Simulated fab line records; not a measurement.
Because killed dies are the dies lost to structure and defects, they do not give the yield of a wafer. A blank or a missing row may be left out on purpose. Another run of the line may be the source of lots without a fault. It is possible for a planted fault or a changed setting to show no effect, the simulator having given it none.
fab line records | flow gf180mcu
record: lots: 5 wafers: 15 last-day: 33
route steps=602 shown M5@535 V5@540
lots with no fault: from the same line, run without faults
start-h: start of the lot's first displayed wafer, in hours after the record's first day | wait-h: hours since the lot's step before | " unchanged from the row above | L1.1+2: one row covering several wafers at once | - no value present, or no start provided | * or withheld: withheld | < > ~ a bound
route shown NAME@n: names a module that has steps shown in the file, with the first one's number in the route | usual: average and standard deviation across the fault-free wafers | same: alike in all rows | chamber/n: place in a boat | sites: each site's reading | _std_site: standard deviation across them | _edge_site: outer sites' mean less inner sites' | radius-mm: for every site, how far away it sits from the centre of the wafer | mask NAME#n: copy n | behind: the tool/chamber that last shaped the wafer | hold: cause of the lot's hold/its duration in hours/its outcome | device: which transistor (n, p or np) failed to switch | end of line: tests of these same wafers at the route's end | a step given without rows: its recipe and nothing more | killed: count of dies lost to structure and defects at first sort (not the wafer's yield) | map: the dies of a wafer, with x for killed, . for not killed, _ for no die there
set.NAME: the setting the step ran with; set.NAME@STEP: the setting that earlier step ran with | model.NAME: the simulator's own value behind a step, which no gauge read
lots seen at some steps along the route; tables by step, rows by wafer
services: a tool's chamber out of use, with start hour (start-h, from the record's first day; less than 0 if before it), hours out, and reason
== steps ==
step: GF_M5_ETCH_09
recipe: chemistry: CF4/O2 target: Si3N4 target-depth-nm: 52 source-w: 800 bias-w: 150 pressure-mtorr: 150 cf4-flow-sccm: 80 O2_flow_sccm: 10 time-s: 11.6
usual: O2_flow_sccm: 10.004/0.028 drypump-motor-current-A: 5.6/0.38 oes-product-au: 1.001/0.008 throttle-valve-pct: 5.970/0.0092
columns lot.wafer tool chamber start-h wait-h O2_flow_sccm drypump-motor-current-A oes-product-au rf-hours-counter-h throttle-valve-pct
L078.2 rie-diel-01 1 636.13 0.0 10.005 5.9 1.000 67 5.959
L078.3 " 2 " " 9.951 5.4 0.995 10 5.966
L078.4 " 0 " " 10.047 5.9 0.998 70 5.948
L082.1 rie-diel-01 1 663.49 0.0 10.002 5.9 0.985 67 5.960
L082.5 " 1 " " 9.977 5.9 0.988 - 5.962
L082.6 " 3 " " 10.029 5.4 1.001 - 5.973
L084.3 rie-diel-03 3 697.26 0.0 9.981 4.8 0.991 8 5.968
L084.5 " 0 " " 9.976 6.5 1.006 - 5.980
L084.6 " 3 " " 10.004 4.8 0.997 - 5.982
L087.2 rie-diel-01 3 707.23 0.0 10.012 5.4 0.999 7 5.971
L087.4 " 3 " " 9.993 5.4 0.998 - 5.987
L087.5 " 1 " " 10.008 5.9 0.998 - 5.978
L093.2 rie-diel-04 0 746.36 0.0 10.045 5.3 1.005 35 5.972
L093.5 " 2 " " 10.042 5.5 1.013 - 5.977
L093.6 " 1 " " 9.985 5.8 0.998 - 5.976
step: GF_M5_METAL_ETCH_10
recipe: chemistry: Cl2/BCl3 mask-material: KrF target-depth-nm: 750.8 stop-on: SiO2 pressure-mtorr: 8 icp-w: 800 bias-w: 140 Cl2_flow_sccm: 80 bcl3-flow-sccm: 40 time-s: 125.1
usual: drypump-motor-current-A: 5.5/0.44 oes-product-au: 0.989/0.0049 throttle-valve-pct: 28.230/0.0093
columns lot.wafer tool chamber start-h wait-h drypump-motor-current-A oes-product-au rf-hours-counter-h throttle-valve-pct
L078.2 rie-metal-04 1 636.15 0.0 5.5 0.987 13 28.219
L078.3 " 1 " " 5.5 0.989 - 28.225
L078.4 " 0 " " 6.2 0.987 - 28.239
L082.1 rie-metal-02 0 663.51 0.0 5.1 0.986 0 28.235
L082.5 " 1 " " 6.1 0.992 - 28.215
L082.6 " 0 " " 5.1 0.996 - 28.233
L084.3 rie-metal-03 1 697.33 0.1 5.7 0.993 - 28.228
L084.5 " 1 " " 5.6 0.990 - 28.220
L084.6 " 0 " " 5.0 0.984 - 28.224
L087.2 rie-metal-02 1 707.25 0.0 6.1 0.988 12 28.231
L087.4 " 0 " " 5.1 0.987 - 28.228
L087.5 " 1 " " 6.1 0.986 - 28.235
L093.2 rie-metal-03 0 746.43 0.1 5.0 0.999 - 28.242
L093.5 " 0 " " 5.0 0.989 - 28.241
L093.6 " 0 " " 5.0 0.983 - 28.238
step: GF_M5_STRIP_11
recipe: chemistry: O2/N2 power-w: 1400 pressure-mtorr: 1500 platen-temp-c: 250 o2-flow-sccm: 3000 n2-flow-sccm: 300 overash-fraction: 0.5
usual: drypump-motor-current-A: 5.6/0.35 heater-power-w: 328/26 oes-product-au: 0.523/0.0048 strip-time-to-endpoint-s: 7.05/0.042
columns lot.wafer tool chamber start-h wait-h drypump-motor-current-A heater-power-w oes-product-au rf-hours-counter-h strip-time-to-endpoint-s
L078.2 plasma-asher-04 0 636.28 0.1 5.2 337 0.522 100 7.10
L078.3 " 0 " " 5.3 324 0.527 - 7.08
L078.4 " 1 " " 5.7 320 0.522 - 7.12
L082.1 plasma-asher-01 1 663.64 0.1 5.5 382 0.527 25 7.02
L082.5 " 1 " " 5.5 377 0.523 - 7.03
L082.6 " 0 " " 5.4 305 0.523 - 7.05
L084.3 plasma-asher-04 1 697.45 0.1 5.7 322 0.525 - 7.06
L084.5 " 1 " " 5.7 315 0.521 - 7.10
L084.6 " 0 " " 5.2 318 0.526 - 7.08
L087.2 plasma-asher-04 1 707.38 0.1 5.7 313 0.518 108 7.01
L087.4 " 0 " " 5.3 321 0.518 - 7.05
L087.5 " 0 " " 5.3 324 0.527 - 7.04
L093.2 plasma-asher-01 0 746.64 0.2 5.5 312 0.525 34 7.01
L093.5 " 1 " " 5.5 375 0.522 - 6.99
L093.6 " 0 " " 5.4 310 0.512 - 7.00
step: GF_M5_STRIP_12
recipe: chemistry: post-etch-residue-remover time-s: 1200 temp-c: 72.5
columns lot.wafer tool chamber start-h wait-h
L078.2+3+4 wet-bench-04 3 636.38 0.1
L082.1+5+6 wet-bench-04 1 663.74 0.1
L084.3+5+6 wet-bench-02 1 697.51 0.0
L087.2+4+5 wet-bench-04 2 707.48 0.1
L093.2+5+6 wet-bench-04 0 746.74 0.1
step: GF_M5_CLEAN_13
recipe: chemistry: DIW dry: n2-spin
columns lot.wafer tool chamber start-h wait-h
L078.2+3+4 wet-bench-01 0 636.75 0.0
L082.1+5+6 wet-bench-02 2 664.08 0.0
L084.3+5+6 wet-bench-01 1 697.89 0.0
L087.2+4+5 wet-bench-02 0 707.82 0.0
L093.2+5+6 wet-bench-01 3 747.08 0.0
step: GF_V5_CVD_00
recipe: material: SiO2 target-thk-nm: 300 sigma-open-frac: 0.3 temp-c: 400 time-s: 50 sih4-flow-sccm: 60 pressure-mtorr: 6
columns lot.wafer tool chamber start-h wait-h
L078.2+3+4 hdpcvd-01 2,1,1 636.84 0.0
L082.1+5+6 hdpcvd-02 0,2,0 664.18 0.0
L084.3+5+6 hdpcvd-01 2,2,1 697.99 0.0
L087.2+4+5 hdpcvd-01 2,2,1 707.92 0.0
L093.2+5+6 hdpcvd-02 0,0,2 747.18 0.0
step: GF_V5_THK_MEAS_01
recipe: reads: SiO2_of_V5_CVD_00
usual: V5_CVD_00_THK: 297.5/2.3
columns lot.wafer tool chamber start-h wait-h V5_CVD_00_THK[nm]
L078.2 film-metro-02 - 636.90 0.0 291.8
L078.3 " - " " 292.5
L078.4 " - " " 295.1
L082.1 film-metro-02 - 664.22 0.0 299.4
L082.5 " - " " 297.5
L082.6 " - " " 302.1
L084.3 film-metro-02 - 698.05 0.0 298.4
L084.5 " - " " 298.0
L084.6 " - " " 296.0
L087.2 film-metro-02 - 707.98 0.0 294.2
L087.4 " - " " 295.4
L087.5 " - " " 293.7
L093.2 film-metro-01 - 747.23 0.0 297.1
L093.5 " - " " 303.5
L093.6 " - " " 299.9
step: GF_V5_CVD_02
recipe: material: SiO2 target-thk-nm: 1450 precursor: TEOS temp-c: 400 time-s: 163.28 rf-w: 600
usual: heater-power-w: 689/100
columns lot.wafer tool chamber start-h wait-h heater-power-w since-wet-clean-h
L078.2 pecvd-02 2 636.95 0.0 790 671
L078.3 " 0 " " 703 671
L078.4 " 0 " " 792 -
L082.1 pecvd-02 2 664.28 0.1 771 698
L082.5 " 1 " " 620 -
L082.6 " 2 " " 636 -
L084.3 pecvd-02 1 698.09 0.0 667 732
L084.5 " 2 " " 815 -
L084.6 " 1 " " 550 -
L087.2 pecvd-02 0 708.03 0.0 825 742
L087.4 " 0 " " 679 -
L087.5 " 2 " " 645 -
L093.2 pecvd-01 2 747.28 0.0 665 364
L093.5 " 0 " " 680 -
L093.6 " 1 " " 843 -
step: GF_V5_THK_MEAS_03
recipe: reads: SiO2_of_V5_CVD_02
usual: V5_CVD_02_THK: 1456/18
columns lot.wafer tool chamber start-h wait-h V5_CVD_02_THK[nm]
L078.2 film-metro-01 - 637.07 0.1 1462
L078.3 " - " " 1469
L078.4 " - " " 1479
L082.1 film-metro-01 - 664.39 0.1 1462
L082.5 " - " " 1479
L082.6 " - " " 1479
L084.3 film-metro-01 - 698.22 0.1 1421
L084.5 " - " " 1453
L084.6 " - " " 1452
L087.2 film-metro-03 - 708.19 0.1 1418
L087.4 " - " " 1455
L087.5 " - " " 1458
L093.2 film-metro-03 - 747.40 0.1 1473
L093.5 " - " " 1476
L093.6 " - " " 1479
== services ==
columns tool chamber start-h hours kind
hdpcvd-02 1 619.33 11.7 repair
wet-bench-02 - 622.31 2.4 repair
hdpcvd-02 - 624.30 1.2 repair
rie-metal-04 1 628.51 1.9 repair
hdpcvd-01 - 638.88 0.3 repair
rie-diel-03 1 639.91 15.3 repair
rie-diel-01 0 647.12 - clean
rie-diel-01 0 647.12 21.8 scheduled-down
rie-diel-03 2 648.91 9.4 repair
rie-diel-01 1 649.69 11.8 repair
pecvd-01 - 651.89 1.1 repair
wet-bench-01 - 655.84 1.9 pm
hdpcvd-01 0 660.20 4.3 repair
rie-diel-03 2 676.97 19.4 repair
hdpcvd-01 - 679.53 2.8 pm
hdpcvd-02 - 681.47 0.3 repair
hdpcvd-02 1 682.71 4.5 repair
pecvd-02 0 687.67 7.1 repair
rie-diel-04 2 691.50 9.8 repair
rie-diel-01 2 703.87 6.6 repair
rie-diel-03 - 704.96 0.5 repair
pecvd-01 1 716.07 3.5 repair
rie-metal-03 1 716.92 3.5 repair
plasma-asher-04 - 733.75 9.0 pm
== key ==
fault none
